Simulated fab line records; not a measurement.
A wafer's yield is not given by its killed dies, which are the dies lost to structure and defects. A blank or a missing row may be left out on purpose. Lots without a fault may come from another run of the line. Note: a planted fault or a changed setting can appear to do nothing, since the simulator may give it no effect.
Chamber matching | flow sky130 | 4 sister chambers for SKY_VIA4_CMP_02 on cmp-02
The step polishes SiO2. 8 wafers are shown with their chamber, then 12 later ones without.

== WAFERS WITH THEIR CHAMBER ==
wafer  | chamber | motor_current_A (A)
L076.5 | 3       | 12.7
L077.5 | 3       | 13.9
L079.6 | 0       | 12.2
L082.1 | 0       | 12.6
L082.5 | 1       | 11.8
L084.2 | 2       | 13.8
L084.5 | 2       | 12.9
L084.6 | 1       | 12.2

== WAFERS WITH NO CHAMBER GIVEN ==
wafer  | motor_current_A (A)
L087.2 | 11.9
L087.3 | 11.9
L087.5 | 12.1
L090.2 | 13.7
L090.3 | 13.4
L090.5 | 12.4
L091.3 | 13.5
L091.4 | 12.3
L091.6 | 13.3
L093.2 | 13.0
L093.3 | 12.1
L093.4 | 12.4

== THE CHAMBER EACH PASSED THROUGH ==
wafer  | from the rows above               | in truth
L087.2 | can't be placed: 1 or 0           | 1
L087.3 | can't be placed: 1 or 0           | 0
L087.5 | can't be placed: 1 or 0 or 3      | 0
L090.2 | can't be placed: 2 or 3 or 0      | 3
L090.3 | can't be placed: 2 or 3 or 0      | 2
L090.5 | can't be placed: 0 or 1 or 3 or 2 | 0
L091.3 | can't be placed: 2 or 3 or 0      | 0
L091.4 | can't be placed: 0 or 1 or 3 or 2 | 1
L091.6 | can't be placed: 3 or 2 or 0      | 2
L093.2 | can't be placed: 3 or 2 or 0 or 1 | 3
L093.3 | can't be placed: 1 or 0 or 3      | 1
L093.4 | can't be placed: 0 or 1 or 3 or 2 | 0
Placed correctly: 0 of 12. Can't be placed from these rows: 12 (the true chamber is among the candidates in 12). Number placed wrongly: 0.
How it was worked out, from the rows above alone: a wafer's distance from a chamber is the root of the sum, over the readings, of the square of ((its reading less the chamber's mean) divided by the reading's scatter). The wafer belongs to the nearest chamber; if the next one is less than 2 further off, it can't be placed. Each chamber's mean is taken over the wafers shown for it. How the scatter is found: for the shown wafers, subtract from each reading the mean of its chamber, square and add these, divide the total by (wafers less chambers), then take the root.
